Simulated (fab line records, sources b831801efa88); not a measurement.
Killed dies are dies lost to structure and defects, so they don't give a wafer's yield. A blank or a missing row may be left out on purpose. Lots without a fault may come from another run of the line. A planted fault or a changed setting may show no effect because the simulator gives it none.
fab line records | flow gf180mcu
record lots=5 wafers=15 last_day=33
route steps=602 shown CONTACT@288 M1@315
lots that met no fault: from a run of the same line without faults
start_h: hours from the record's first day to the start of the lot's first wafer shown | wait_h: hours since the lot's step before | " the same as in the row above | L1.1+2: a row that stands for several wafers | - no value, or no start given | * or withheld: withheld | < > ~ a bound
route shown NAME@n: a module of which the file shows steps, and the number in the route of the first | usual: mean/standard deviation of fault-free wafers | same: alike in all rows | chamber/n: place in a boat | sites: the reading at each site | _std_site: their standard deviation | _edge_site: outer sites' mean less inner sites' | radius_mm: how far each site lies from the wafer's centre | mask NAME#n: copy n | behind: the tool/chamber that last shaped the wafer | hold: why the lot was held/for how many hours/how that ended | device: the transistor (n, p or np) that didn't switch | end of line: the same wafers' tests at the end of the route | a step without rows: its recipe alone | killed: dies lost to structure and defects at the first sort, not the wafer's yield | map: a wafer's dies, x killed, . not, _ none there
set.NAME: the setting as run; set.NAME@STEP: as run at that earlier step | model.NAME: the simulator's own value behind a step, which no gauge read
lots at some steps of the route; a table a step, a row a wafer
services: from which hour (start_h, from the record's first day; less than 0 if before it) a tool's chamber was out of use, for how many hours, and why
## steps
# step GF_CONTACT_THK_MEAS_01
# recipe reads=SiO2_of_CONTACT_CVD_00
# usual CONTACT_CVD_00_THK=300/4.5
# columns lot.wafer tool chamber start_h wait_h CONTACT_CVD_00_THK[nm]
L076.1 film_metro-04 - 377.64 0.0 308
L076.3 " - " " 303
L076.4 " - " " 300
L079.2 film_metro-03 - 383.79 0.1 307
L079.3 " - " " 299
L079.5 " - " " 307
L082.4 film_metro-01 - 410.26 0.0 304
L082.5 " - " " 298
L082.6 " - " " 296
L091.1 film_metro-04 - 487.53 0.0 293
L091.5 " - " " 298
L091.6 " - " " 291
L092.3 film_metro-03 - 496.87 0.0 310
L092.5 " - " " 300
L092.6 " - " " 307
# step GF_CONTACT_CVD_02
# recipe material=SiO2 target_thk_nm=860 precursor=TEOS temp_c=400 time_s=95.992 rf_w=600
# usual heater_power_w=629/81
# columns lot.wafer tool chamber start_h wait_h heater_power_w
L076.1 pecvd-01 2 377.70 0.1 592
L076.3 " 1 " " 656
L076.4 " 0 " " 578
L079.2 pecvd-01 1 383.84 0.0 620
L079.3 " 0 " " 560
L079.5 " 1 " " 660
L082.4 pecvd-01 2 410.32 0.1 518
L082.5 " 1 " " 644
L082.6 " 0 " " 543
L091.1 pecvd-03 0 487.59 0.1 764
L091.5 " 1 " " 728
L091.6 " 0 " " 804
L092.3 pecvd-01 0 496.91 0.0 487
L092.5 " 0 " " 546
L092.6 " 1 " " 596
# step GF_CONTACT_THK_MEAS_03
# recipe reads=SiO2_of_CONTACT_CVD_02
# usual CONTACT_CVD_02_THK=856/14
# columns lot.wafer tool chamber start_h wait_h CONTACT_CVD_02_THK[nm]
L076.1 film_metro-03 - 377.77 0.0 845
L076.3 " - " " 820
L076.4 " - " " 845
L079.2 film_metro-03 - 383.92 0.0 850
L079.3 " - " " 845
L079.5 " - " " 871
L082.4 film_metro-01 - 410.41 0.1 881
L082.5 " - " " 844
L082.6 " - " " 867
L091.1 film_metro-01 - 487.66 0.0 828
L091.5 " - " " 854
L091.6 " - " " 840
L092.3 film_metro-01 - 497.00 0.1 867
L092.5 " - " " 874
L092.6 " - " " 865
# step GF_CONTACT_CMP_04
# recipe material=SiO2 down_force_psi=4 platen_rpm=60 pad_velocity_m_s=0.94248
# usual head_pressure_psi=3.999/0.0076 motor_current_A=11.3/1.2 retaining_ring_pressure_frac=0.999/0.0049 time_to_endpoint_s=108/6.9
# columns lot.wafer tool chamber start_h wait_h head_pressure_psi motor_current_A retaining_ring_pressure_frac time_to_endpoint_s
L076.1 cmp-02 0 377.83 0.1 4.000 12.1 1.001 99
L076.4 " 1 " " 3.995 9.4 0.996 105
L076.3 " 2 " " 3.990 12.0 1.007 96
L079.2 cmp-02 3 384.11 0.2 4.001 12.3 1.003 104
L079.3 " 0 " " 3.995 13.1 1.001 98
L079.5 " 2 " " 3.998 11.8 0.994 109
L082.4 cmp-01 0 410.68 0.3 4.006 11.6 0.997 116
L082.5 " 0 " " 4.000 12.3 1.017 102
L082.6 " 1 " " 4.000 9.5 0.999 111
L091.1 cmp-01 1 487.77 0.1 4.008 9.7 1.006 100
L091.6 " 0 " " 4.009 11.9 0.999 105
L091.5 " 1 " " 4.009 10.7 0.993 107
L092.3 cmp-02 2 497.14 0.1 4.002 11.7 0.995 112
L092.6 " 0 " " 4.002 11.7 1.000 109
L092.5 " 1 " " 4.006 9.7 1.002 117
# step GF_CONTACT_BOW_MEAS_05
# recipe mode=bow
# usual CONTACT_BOW=66/6.9
# columns lot.wafer tool chamber start_h wait_h CONTACT_BOW[um]
L076.1 film_metro-03 - 378.13 0.2 66
L076.3 " - " " 68
L076.4 " - " " 58
L079.2 film_metro-03 - 384.33 0.2 76
L079.3 " - " " 67
L079.5 " - " " 73
L082.4 film_metro-04 - 411.04 0.3 73
L082.5 " - " " 68
L082.6 " - " " 68
L091.1 film_metro-03 - 488.02 0.2 70
L091.5 " - " " 62
L091.6 " - " " 54
L092.3 film_metro-01 - 497.38 0.2 57
L092.5 " - " " 71
L092.6 " - " " 70
# step GF_CONTACT_DEHYDRATE_06
# recipe temp_c=200 time_s=60
# usual heater_power_total_W=160.37/0.13
# columns lot.wafer tool chamber start_h wait_h heater_power_total_W
L076.1 litho_track-03 0 388.64 10.5 160.24
L076.3 " 0 " " 160.56
L076.4 " 0 " " 160.36
L079.2 litho_track-03 0 394.56 10.2 160.35
L079.3 " 0 " " 160.35
L079.5 " 0 " " 160.31
L082.4 litho_track-04 0 421.73 10.7 160.22
L082.5 " 0 " " 160.15
L082.6 " 0 " " 160.23
L091.1 litho_track-03 0 499.69 11.7 160.38
L091.5 " 0 " " 160.29
L091.6 " 0 " " 160.30
L092.3 litho_track-01 0 507.88 10.5 160.25
L092.5 " 0 " " 160.44
L092.6 " 0 " " 160.49
# step GF_CONTACT_HMDS_07
# recipe prime_time_s=60 prime_temp_c=120
# columns lot.wafer tool chamber start_h wait_h
L076.1+3+4 litho_track-03 0 388.79 0.1
L079.2+3+5 litho_track-03 0 394.71 0.1
L082.4+5+6 litho_track-04 0 421.88 0.1
L091.1+5+6 litho_track-03 0 499.84 0.1
L092.3+5+6 litho_track-01 0 508.03 0.1
# step GF_CONTACT_COAT_08
# recipe resist=BARC temp_c=withheld time_s=withheld spin_rpm=withheld resist_thk_nm=withheld
# columns lot.wafer tool chamber start_h wait_h
L076.1+3+4 litho_track-03 0 388.94 0.1
L079.2+3+5 litho_track-03 0 394.86 0.1
L082.4+5+6 litho_track-04 0 422.03 0.1
L091.1+5+6 litho_track-03 0 499.99 0.1
L092.3+5+6 litho_track-01 0 508.18 0.1
# step GF_CONTACT_COAT_09
# recipe resist=KrF spin_rpm=withheld resist_thk_nm=1000
# columns lot.wafer tool chamber start_h wait_h
L076.1+3+4 litho_track-03 0 - -
L079.2+3+5 litho_track-03 0 - -
L082.4+5+6 litho_track-04 0 - -
L091.1+5+6 litho_track-03 0 - -
L092.3+5+6 litho_track-01 0 - -
# step GF_CONTACT_SOFTBAKE_10
# recipe temp_c=130 time_s=60 resist=KrF
# usual heater_power_total_W=93.05/0.051
# columns lot.wafer tool chamber start_h wait_h heater_power_total_W
L076.1 litho_track-03 0 - - 93.13
L076.3 " 0 " " 92.95
L076.4 " 0 " " 93.05
L079.2 litho_track-03 0 - - 93.03
L079.3 " 0 " " 93.07
L079.5 " 0 " " 93.00
L082.4 litho_track-04 0 - - 93.09
L082.5 " 0 " " 92.97
L082.6 " 0 " " 93.12
L091.1 litho_track-03 0 - - 92.98
L091.5 " 0 " " 93.04
L091.6 " 0 " " 93.12
L092.3 litho_track-01 0 - - 92.97
L092.5 " 0 " " 93.04
L092.6 " 0 " " 93.05
# step GF_CONTACT_EXPOSE_11
# recipe mask_id=Contact target_cd_nm=220 na=0.68 source_shape=conventional sigma_outer=0.6 dose_mj=38
# columns lot.wafer tool chamber start_h wait_h mask
L076.1+3+4 krf_scanner-01 0 - - Contact#0
L079.2+3+5 krf_scanner-02 0 - - Contact#0
L082.4+5+6 krf_scanner-01 0 - - Contact#0
L091.1+5+6 krf_scanner-01 0 - - Contact#0
L092.3+5+6 krf_scanner-02 0 - - Contact#0
# step GF_CONTACT_PEB_12
# recipe peb_temp_c=135 peb_time_s=90 resist=KrF
# usual heater_power_total_W=85.70/0.086
# columns lot.wafer tool chamber start_h wait_h heater_power_total_W
L076.1 litho_track-03 0 - - 85.63
L076.3 " 0 " " 85.58
L076.4 " 0 " " 85.58
L079.2 litho_track-04 0 - - 85.81
L079.3 " 0 " " 85.71
L079.5 " 0 " " 85.77
L082.4 litho_track-04 0 - - 85.60
L082.5 " 0 " " 85.64
L082.6 " 0 " " 85.75
L091.1 litho_track-01 0 - - 85.88
L091.5 " 0 " " 85.68
L091.6 " 0 " " 85.65
L092.3 litho_track-04 0 - - 85.63
L092.5 " 0 " " 85.75
L092.6 " 0 " " 85.74
# step GF_CONTACT_DEVELOP_13
# recipe develop_time_s=60 resist=KrF dev_temp_c=21
# usual developer_temp_C=20.99/0.12
# columns lot.wafer tool chamber start_h wait_h developer_temp_C
L076.1 litho_track-03 0 400.04 0.2 20.91
L076.3 " 0 " " 20.90
L076.4 " 0 " " 20.84
L079.2 litho_track-04 0 406.58 0.2 20.93
L079.3 " 0 " " 20.90
L079.5 " 0 " " 20.99
L082.4 litho_track-04 0 433.83 0.1 21.09
L082.5 " 0 " " 21.09
L082.6 " 0 " " 21.13
L091.1 litho_track-01 0 511.48 0.2 20.85
L091.5 " 0 " " 20.94
L091.6 " 0 " " 20.81
L092.3 litho_track-04 0 519.85 0.1 20.97
L092.5 " 0 " " 21.03
L092.6 " 0 " " 21.04
# step GF_CONTACT_CD_MEAS_14
# recipe target_cd_nm=220
# usual cd_nm=219.8/1.6
# columns lot.wafer tool chamber start_h wait_h cd_nm
L076.1 cd_sem-01 - 400.19 0.1 220.5
L076.3 " - " " 221.6
L076.4 " - " " 220.6
L079.2 cd_sem-01 - 406.72 0.1 221.5
L079.3 " - " " 221.9
L079.5 " - " " 219.6
L082.4 cd_sem-02 - 433.96 0.1 219.8
L082.5 " - " " 220.0
L082.6 " - " " 219.4
L091.1 cd_sem-02 - 511.63 0.1 219.8
L091.5 " - " " 220.3
L091.6 " - " " 220.6
L092.3 cd_sem-02 - 520.02 0.1 217.0
L092.5 " - " " 216.7
L092.6 " - " " 218.1
# step GF_CONTACT_OVL_MEAS_15
# usual CONTACT_OVL=-1/5.3
# columns lot.wafer tool chamber start_h wait_h CONTACT_OVL[nm]
L076.1 overlay-01 - 400.31 0.1 -3
L076.3 " - " " -1
L076.4 " - " " 1
L079.2 overlay-01 - 406.83 0.1 -4
L079.3 " - " " -5
L079.5 " - " " -4
L082.4 overlay-02 - 434.04 0.1 7
L082.5 " - " " 5
L082.6 " - " " 4
L091.1 overlay-02 - 511.75 0.1 -2
L091.5 " - " " -7
L091.6 " - " " -9
L092.3 overlay-01 - 520.11 0.1 -1
L092.5 " - " " 4
L092.6 " - " " -11
# step GF_CONTACT_ETCH_16
# recipe chemistry=N2/H2 target_depth_a=withheld overetch_a=withheld time_s=withheld target=BARC ion_energy_ev=200 source_w=500 bias_w=100 pressure_mtorr=30 n2_flow_sccm=100 h2_flow_sccm=200
# usual drypump_motor_current_A=5.8/0.36 n2_flow_sccm=100.0/0.3 oes_product_au=0.855/0.0048 throttle_valve_pct=13.225/0.0088
# columns lot.wafer tool chamber start_h wait_h drypump_motor_current_A n2_flow_sccm oes_product_au throttle_valve_pct
L076.1 rie_diel-02 1 400.35 0.0 5.7 99.9 0.852 13.222
L076.3 " 0 " " 6.3 100.0 0.853 13.246
L076.4 " 3 " " 6.2 99.9 0.854 13.219
L079.2 rie_diel-02 1 406.86 0.0 5.7 99.9 0.850 13.231
L079.3 " 2 " " 5.6 100.0 0.850 13.226
L079.5 " 1 " " 5.7 99.9 0.856 13.222
L082.4 rie_diel-02 1 434.08 0.0 5.7 100.3 0.858 13.221
L082.5 " 3 " " 6.2 100.1 0.852 13.206
L082.6 " 0 " " 6.3 100.2 0.859 13.213
L091.1 rie_diel-03 3 511.78 0.0 5.3 100.6 0.857 13.225
L091.5 " 1 " " 5.5 99.9 0.865 13.221
L091.6 " 2 " " 6.2 100.2 0.863 13.220
L092.3 rie_diel-04 2 520.13 0.0 5.9 100.5 0.855 13.232
L092.5 " 1 " " 5.1 100.3 0.854 13.220
L092.6 " 2 " " 5.9 100.1 0.845 13.211
# step GF_CONTACT_ETCH_17
# recipe chemistry=C4F8/O2/Ar mask_material=KrF target=SiO2 stop_on=CoSi2 source_w=1500 bias_w=1200 pressure_mtorr=40 c4f8_flow_sccm=withheld O2_flow_sccm=6 Ar_flow_sccm=300 time_s=withheld target_depth_a=8600
# usual oes_product_au=0.815/0.0052
# columns lot.wafer tool chamber start_h wait_h oes_product_au
L076.1 rie_diel-02 1 - - 0.820
L076.3 " 0 " " 0.819
L076.4 " 3 " " 0.810
L079.2 rie_diel-02 1 - - 0.822
L079.3 " 2 " " 0.814
L079.5 " 1 " " 0.816
L082.4 rie_diel-02 1 - - 0.807
L082.5 " 3 " " 0.820
L082.6 " 0 " " 0.812
L091.1 rie_diel-03 3 - - 0.807
L091.5 " 1 " " 0.826
L091.6 " 2 " " 0.805
L092.3 rie_diel-04 2 - - 0.818
L092.5 " 1 " " 0.819
L092.6 " 2 " " 0.820
# step GF_CONTACT_STRIP_18
# recipe chemistry=O2/N2 power_w=1400 pressure_mtorr=1500 platen_temp_c=250 o2_flow_sccm=3000 n2_flow_sccm=300 overash_fraction=0.5
# usual drypump_motor_current_A=5.7/0.45 heater_power_w=338/45 n2_flow_sccm=299.8/0.94 oes_product_au=0.580/0.0048
# columns lot.wafer tool chamber start_h wait_h drypump_motor_current_A heater_power_w n2_flow_sccm oes_product_au rf_hours_counter_h
L076.1 plasma_asher-04 0 400.51 - 6.6 388 300.6 0.584 77
L076.3 " 1 " " 5.5 298 300.4 0.570 -
L076.4 " 0 " " 6.6 385 298.9 0.573 -
L079.2 plasma_asher-04 0 407.02 - 6.6 383 300.4 0.581 78
L079.3 " 0 " " 6.6 380 300.3 0.573 -
L079.5 " 0 " " 6.6 379 300.2 0.586 -
L082.4 plasma_asher-02 1 434.26 - 5.6 303 300.3 0.584 -
L082.5 " 0 " " 5.3 403 300.4 0.578 -
L082.6 " 1 " " 5.6 303 300.0 0.574 -
L091.1 plasma_asher-04 0 511.95 - 6.6 387 300.6 0.582 90
L091.5 " 1 " " 5.5 293 299.9 0.576 -
L091.6 " 0 " " 6.6 398 300.6 0.578 -
L092.3 plasma_asher-03 0 520.33 - 5.5 311 299.3 0.582 -
L092.5 " 1 " " 5.5 339 299.7 0.577 -
L092.6 " 0 " " 5.5 301 298.6 0.579 -
# step GF_CONTACT_CLEAN_19
# recipe chemistry=SPM
# columns lot.wafer tool chamber start_h wait_h
L076.1+3+4 wet_bench-02 1 400.61 0.1
L079.2+3+5 wet_bench-02 0 407.12 0.1
L082.4+5+6 wet_bench-02 0 434.32 0.0
L091.1+5+6 wet_bench-02 1 512.05 0.1
L092.3+5+6 wet_bench-04 3 520.39 0.0
# step GF_CONTACT_CLEAN_20
# recipe chemistry=DIW
# columns lot.wafer tool chamber start_h wait_h
L076.1+3+4 wet_bench-04 3 400.70 0.0
L079.2+3+5 wet_bench-04 0 407.23 0.0
L082.4+5+6 wet_bench-01 2 434.41 0.0
L091.1+5+6 wet_bench-01 1 512.14 0.0
L092.3+5+6 wet_bench-01 2 520.49 0.0
# step GF_CONTACT_CLEAN_21
# recipe chemistry=dHF time_s=20 dilution=100:1 dry=ipa_marangoni
# columns lot.wafer tool chamber start_h wait_h
L076.1+3+4 wet_bench-01 1 400.80 0.0
L079.2+3+5 wet_bench-01 1 407.33 0.0
L082.4+5+6 wet_bench-04 2 434.51 0.0
L091.1+5+6 wet_bench-04 0 512.23 0.0
L092.3+5+6 wet_bench-04 0 520.58 0.0
# step GF_CONTACT_SPUTTER_22
# recipe material=Ti target_thk_nm=15 chamber_pressure_pa=5 power_w=2500 substrate_temp_c=200 time_s=80.02
# usual throttle_valve_pct=30.0/0.75
# columns lot.wafer tool chamber start_h wait_h throttle_valve_pct
L076.1 pvd_sputter-02 - 400.81 0.0 28.7
L076.3 " - " " 30.5
L076.4 " - " " 29.8
L079.2 pvd_sputter-03 - 407.35 0.0 30.6
L079.3 " - " " 31.1
L079.5 " - " " 30.3
L082.4 pvd_sputter-04 - 434.52 0.0 29.5
L082.5 " - " " 29.3
L082.6 " - " " 29.4
L091.1 pvd_sputter-04 - 512.24 0.0 30.1
L091.5 " - " " 29.6
L091.6 " - " " 29.3
L092.3 pvd_sputter-02 - 520.59 0.0 30.6
L092.5 " - " " 29.8
L092.6 " - " " 28.3
# step GF_CONTACT_SPUTTER_23
# recipe material=TiN target_thk_nm=10 chamber_pressure_pa=5 power_w=4000 time_s=40
# usual throttle_valve_pct=29.9/0.75
# columns lot.wafer tool chamber start_h wait_h throttle_valve_pct
L076.1 pvd_sputter-02 - 400.87 0.0 28.6
L076.3 " - " " 30.7
L076.4 " - " " 29.7
L079.2 pvd_sputter-03 - 407.41 0.0 30.4
L079.3 " - " " 31.2
L079.5 " - " " 30.3
L082.4 pvd_sputter-04 - 434.58 0.0 29.2
L082.5 " - " " 29.2
L082.6 " - " " 29.2
L091.1 pvd_sputter-04 - 512.30 0.0 29.8
L091.5 " - " " 29.6
L091.6 " - " " 29.3
L092.3 pvd_sputter-02 - 520.65 0.0 30.6
L092.5 " - " " 29.5
L092.6 " - " " 28.6
# step GF_CONTACT_CVD_24
# recipe material=W target_thk_nm=300 time_s=90.339 temp_c=400 pressure_torr=40
# usual heater_power_w=792/29
# columns lot.wafer tool chamber start_h wait_h heater_power_w
L076.1 cvd_w-01 0 400.91 0.0 779
L076.3 " 1 " " 769
L076.4 " 0 " " 806
L079.2 cvd_w-01 0 407.45 0.0 787
L079.3 " 1 " " 753
L079.5 " 0 " " 806
L082.4 cvd_w-01 1 434.65 0.1 754
L082.5 " 1 " " 780
L082.6 " 0 " " 816
L091.1 cvd_w-01 0 512.34 0.0 817
L091.5 " 1 " " 763
L091.6 " 0 " " 808
L092.3 cvd_w-01 1 520.73 0.1 787
L092.5 " 1 " " 773
L092.6 " 0 " " 797
# step GF_CONTACT_RS_MEAS_25
# recipe thk_meas_gauge=four-point-probe reads=W_of_CONTACT_CVD_24+TiN_of_CONTACT_SPUTTER_23+Ti_of_CONTACT_SPUTTER_22
# usual CONTACT_W_RS=0.385/0.0036
# columns lot.wafer tool chamber start_h wait_h CONTACT_W_RS[ohm/sq]
L076.1 film_metro-03 - 401.01 0.1 0.384
L076.3 " - " " 0.384
L076.4 " - " " 0.385
L079.2 film_metro-03 - 407.57 0.1 0.388
L079.3 " - " " 0.385
L079.5 " - " " 0.383
L082.4 film_metro-03 - 434.78 0.1 0.388
L082.5 " - " " 0.389
L082.6 " - " " 0.385
L091.1 film_metro-03 - 512.44 0.1 0.386
L091.5 " - " " 0.384
L091.6 " - " " 0.384
L092.3 film_metro-01 - 520.83 0.1 0.386
L092.5 " - " " 0.385
L092.6 " - " " 0.387
# step GF_CONTACT_THK_MEAS_26
# recipe thk_meas_gauge=xrf reads=W_of_CONTACT_CVD_24
# usual CONTACT_W_THK=304/3.5
# columns lot.wafer tool chamber start_h wait_h CONTACT_W_THK[nm]
L076.1 film_metro-03 - 401.13 0.1 304
L076.3 " - " " 307
L076.4 " - " " 304
L079.2 film_metro-03 - 407.68 0.1 304
L079.3 " - " " 303
L079.5 " - " " 308
L082.4 film_metro-03 - 434.87 0.1 301
L082.5 " - " " 302
L082.6 " - " " 306
L091.1 film_metro-03 - 512.56 0.1 304
L091.5 " - " " 306
L091.6 " - " " 305
L092.3 film_metro-01 - 520.93 0.1 302
L092.5 " - " " 302
L092.6 " - " " 300
# step GF_CONTACT_CMP_27
# recipe stop_on=SiO2 down_force_psi=3.5 platen_rpm=60 t_overpolish_s=15 target_thk_nm=0 pad_velocity_m_s=0.94248
# usual head_pressure_psi=3.500/0.0074 motor_current_A=10.1/1.1 overpolish_run_s=14.999/0.0081 retaining_ring_pressure_frac=1.000/0.0052 time_to_endpoint_s=73/4.5
# columns lot.wafer tool chamber start_h wait_h head_pressure_psi motor_current_A overpolish_run_s retaining_ring_pressure_frac time_to_endpoint_s
L076.4 cmp-01 0 401.19 0.0 3.494 10.9 15.003 1.004 74
L076.3 " 1 " " 3.497 9.1 14.993 1.001 75
L076.1 " 2 " " 3.506 9.8 15.023 1.000 79
L079.3 cmp-02 1 407.77 0.1 3.511 9.3 15.001 1.001 71
L079.2 " 3 " " 3.509 11.2 14.994 1.000 71
L079.5 " 2 " " 3.504 10.5 14.991 0.991 69
L082.4 cmp-02 3 434.95 0.1 3.518 11.6 15.001 1.000 75
L082.6 " 2 " " 3.495 11.7 15.008 1.002 70
L082.5 " 3 " " 3.509 11.0 15.004 0.997 76
L091.1 cmp-02 1 512.62 0.1 3.492 9.0 14.995 0.990 76
L091.5 " 1 " " 3.503 8.7 14.992 0.998 78
L091.6 " 2 " " 3.496 10.9 14.989 1.000 74
L092.3 cmp-01 3 521.38 0.4 3.499 9.3 14.990 1.011 68
L092.6 " 0 " " 3.498 11.1 14.999 1.003 73
L092.5 " 1 " " 3.494 9.2 14.981 0.998 76
# step GF_M1_SPUTTER_00
# recipe material=Ti target_thk_nm=37.5 arriving_ion_energy_ev=80 substrate_temp_c=200 chamber_pressure_pa=2 power_w=4000 time_s=150
# usual throttle_valve_pct=30.0/0.53
# columns lot.wafer tool chamber start_h wait_h throttle_valve_pct
L076.1 pvd_sputter-01 - 401.49 0.1 29.6
L076.3 " - " " 29.9
L076.4 " - " " 30.0
L079.2 pvd_sputter-01 - 408.07 0.1 29.4
L079.3 " - " " 29.9
L079.5 " - " " 30.0
L082.4 pvd_sputter-04 - 435.20 0.2 30.4
L082.5 " - " " 30.2
L082.6 " - " " 29.7
L091.1 pvd_sputter-01 - 512.92 0.2 30.2
L091.5 " - " " 29.6
L091.6 " - " " 30.2
L092.3 pvd_sputter-03 - 521.53 0.1 30.5
L092.5 " - " " 30.1
L092.6 " - " " 31.2
# step GF_M1_SPUTTER_01
# recipe material=TiN target_thk_nm=30 power_w=6500 time_s=25 chamber_pressure_pa=0.4
# usual throttle_valve_pct=30.0/0.53
# columns lot.wafer tool chamber start_h wait_h throttle_valve_pct
L076.1 pvd_sputter-01 - 401.59 0.1 29.6
L076.3 " - " " 29.8
L076.4 " - " " 29.9
L079.2 pvd_sputter-01 - 408.17 0.1 29.2
L079.3 " - " " 29.8
L079.5 " - " " 30.0
L082.4 pvd_sputter-04 - 435.30 0.1 30.4
L082.5 " - " " 30.3
L082.6 " - " " 29.9
L091.1 pvd_sputter-01 - 513.02 0.1 29.9
L091.5 " - " " 29.6
L091.6 " - " " 29.9
L092.3 pvd_sputter-03 - 521.63 0.1 30.7
L092.5 " - " " 30.3
L092.6 " - " " 31.4
# step GF_M1_SPUTTER_02
# recipe material=AlCu target_thk_nm=450 power_w=10600 time_s=23.9 chamber_pressure_pa=0.4
# usual throttle_valve_pct=30.0/0.5
# columns lot.wafer tool chamber start_h wait_h throttle_valve_pct
L076.1 pvd_sputter-01 - 401.62 0.0 29.8
L076.3 " - " " 29.9
L076.4 " - " " 30.0
L079.2 pvd_sputter-01 - 408.20 0.0 29.4
L079.3 " - " " 29.7
L079.5 " - " " 29.8
L082.4 pvd_sputter-04 - 435.33 0.0 30.2
L082.5 " - " " 30.3
L082.6 " - " " 29.9
L091.1 pvd_sputter-01 - 513.05 0.0 29.9
L091.5 " - " " 29.7
L091.6 " - " " 29.8
L092.3 pvd_sputter-03 - 521.66 0.0 30.5
L092.5 " - " " 30.3
L092.6 " - " " 31.1
# step GF_M1_SPUTTER_03
# recipe material=Ti target_thk_nm=10 substrate_temp_c=300 chamber_pressure_pa=0.3 power_w=3000 time_s=6.7
# usual throttle_valve_pct=30.0/0.52
# columns lot.wafer tool chamber start_h wait_h throttle_valve_pct
L076.1 pvd_sputter-01 - 401.65 0.0 29.8
L076.3 " - " " 30.1
L076.4 " - " " 30.0
L079.2 pvd_sputter-01 - 408.23 0.0 29.5
L079.3 " - " " 29.6
L079.5 " - " " 29.7
L082.4 pvd_sputter-04 - 435.36 0.0 30.2
L082.5 " - " " 30.5
L082.6 " - " " 30.1
L091.1 pvd_sputter-01 - 513.08 0.0 30.1
L091.5 " - " " 29.6
L091.6 " - " " 29.9
L092.3 pvd_sputter-03 - 521.69 0.0 30.6
L092.5 " - " " 30.2
L092.6 " - " " 31.1
# step GF_M1_SPUTTER_04
# recipe material=TiN target_thk_nm=50 power_w=6500 time_s=41.7 chamber_pressure_pa=0.4
# usual throttle_valve_pct=30.0/0.51
# columns lot.wafer tool chamber start_h wait_h throttle_valve_pct
L076.1 pvd_sputter-01 - 401.67 0.0 29.3
L076.3 " - " " 30.0
L076.4 " - " " 30.1
L079.2 pvd_sputter-01 - 408.25 0.0 29.6
L079.3 " - " " 29.6
L079.5 " - " " 30.0
L082.4 pvd_sputter-04 - 435.38 0.0 30.2
L082.5 " - " " 30.4
L082.6 " - " " 29.9
L091.1 pvd_sputter-01 - 513.10 0.0 29.7
L091.5 " - " " 29.4
L091.6 " - " " 30.3
L092.3 pvd_sputter-03 - 521.71 0.0 30.4
L092.5 " - " " 30.6
L092.6 " - " " 31.1
# step GF_M1_RS_MEAS_05
# recipe thk_meas_gauge=four-point-probe reads=TiN_of_M1_SPUTTER_04+Ti_of_M1_SPUTTER_03+AlCu_of_M1_SPUTTER_02+TiN_of_M1_SPUTTER_01+Ti_of_M1_SPUTTER_00
# usual M1_ALCU_RS=0.0694/0.001
# columns lot.wafer tool chamber start_h wait_h M1_ALCU_RS[ohm/sq]
L076.1 film_metro-04 - 401.71 0.0 0.0712
L076.3 " - " " 0.0704
L076.4 " - " " 0.0692
L079.2 film_metro-02 - 408.31 0.0 0.0718
L079.3 " - " " 0.0704
L079.5 " - " " 0.0710
L082.4 film_metro-04 - 435.48 0.1 0.0686
L082.5 " - " " 0.0684
L082.6 " - " " 0.0696
L091.1 film_metro-02 - 513.14 0.0 0.0693
L091.5 " - " " 0.0703
L091.6 " - " " 0.0685
L092.3 film_metro-02 - 521.79 0.1 0.0706
L092.5 " - " " 0.0698
L092.6 " - " " 0.0690
# step GF_M1_THK_MEAS_06
# recipe thk_meas_gauge=xrf reads=AlCu_of_M1_SPUTTER_02
# usual M1_ALCU_THK=442/7.1
# columns lot.wafer tool chamber start_h wait_h M1_ALCU_THK[nm]
L076.1 film_metro-04 - 401.83 0.1 427
L076.3 " - " " 433
L076.4 " - " " 441
L079.2 film_metro-02 - 408.42 0.1 426
L079.3 " - " " 433
L079.5 " - " " 431
L082.4 film_metro-04 - 435.57 0.1 446
L082.5 " - " " 445
L082.6 " - " " 442
L091.1 film_metro-02 - 513.26 0.1 441
L091.5 " - " " 436
L091.6 " - " " 446
L092.3 film_metro-02 - 521.89 0.1 437
L092.5 " - " " 437
L092.6 " - " " 443
# step GF_M1_DEHYDRATE_07
# recipe temp_c=200 time_s=60
# usual heater_power_total_W=160.36/0.13
# columns lot.wafer tool chamber start_h wait_h heater_power_total_W
L076.1 litho_track-03 0 412.54 10.7 160.29
L076.3 " 0 " " 160.45
L076.4 " 0 " " 160.24
L079.2 litho_track-03 0 419.21 10.8 160.49
L079.3 " 0 " " 160.23
L079.5 " 0 " " 160.28
L082.4 litho_track-04 0 446.83 11.2 160.59
L082.5 " 0 " " 160.25
L082.6 " 0 " " 160.29
L091.1 litho_track-03 0 524.59 11.3 160.20
L091.5 " 0 " " 160.49
L091.6 " 0 " " 160.49
L092.3 litho_track-03 0 532.94 11.0 160.27
L092.5 " 0 " " 160.31
L092.6 " 0 " " 160.37
# step GF_M1_HMDS_08
# recipe prime_time_s=60 prime_temp_c=120
# columns lot.wafer tool chamber start_h wait_h
L076.1+3+4 litho_track-03 0 412.69 0.1
L079.2+3+5 litho_track-03 0 419.36 0.1
L082.4+5+6 litho_track-04 0 446.98 0.1
L091.1+5+6 litho_track-03 0 524.74 0.1
L092.3+5+6 litho_track-03 0 533.09 0.1
# step GF_M1_COAT_09
# recipe resist=KrF spin_rpm=withheld resist_thk_nm=1000
# columns lot.wafer tool chamber start_h wait_h
L076.1+3+4 litho_track-03 0 412.84 0.1
L079.2+3+5 litho_track-03 0 419.51 0.1
L082.4+5+6 litho_track-04 0 447.13 0.1
L091.1+5+6 litho_track-03 0 524.89 0.1
L092.3+5+6 litho_track-03 0 533.24 0.1
## services
# columns tool chamber start_h hours kind
pvd_sputter-01 - 357.03 0.6 repair
cmp-02 - 364.44 2.7 repair
pvd_sputter-02 - 373.58 1.6 repair
pvd_sputter-02 - 374.65 3.0 repair
cmp-01 - 379.39 0.5 repair
cmp-01 - 390.79 4.9 pm
rie_diel-02 2 394.62 5.0 repair
cmp-01 - 404.00 4.0 pm
rie_diel-02 2 422.17 15.0 repair
cvd_w-01 - 423.40 6.0 pm
pvd_sputter-04 - 426.03 3.2 repair
plasma_asher-04 - 426.14 2.6 repair
krf_scanner-01 - 428.67 1.3 pm
pecvd-01 - 430.43 1.1 repair
krf_scanner-01 - 437.74 0.8 pm
krf_scanner-01 - 476.76 0.7 repair
krf_scanner-01 - 477.59 1.0 pm
wet_bench-02 - 481.34 2.1 repair
pvd_sputter-02 - 481.57 1.1 repair
rie_diel-02 2 484.00 10.5 repair
pvd_sputter-02 - 501.46 1.7 repair
cmp-01 - 507.68 0.6 repair
cmp-02 - 517.38 9.5 pm
pvd_sputter-01 - 517.94 1.8 repair
## key
fault none
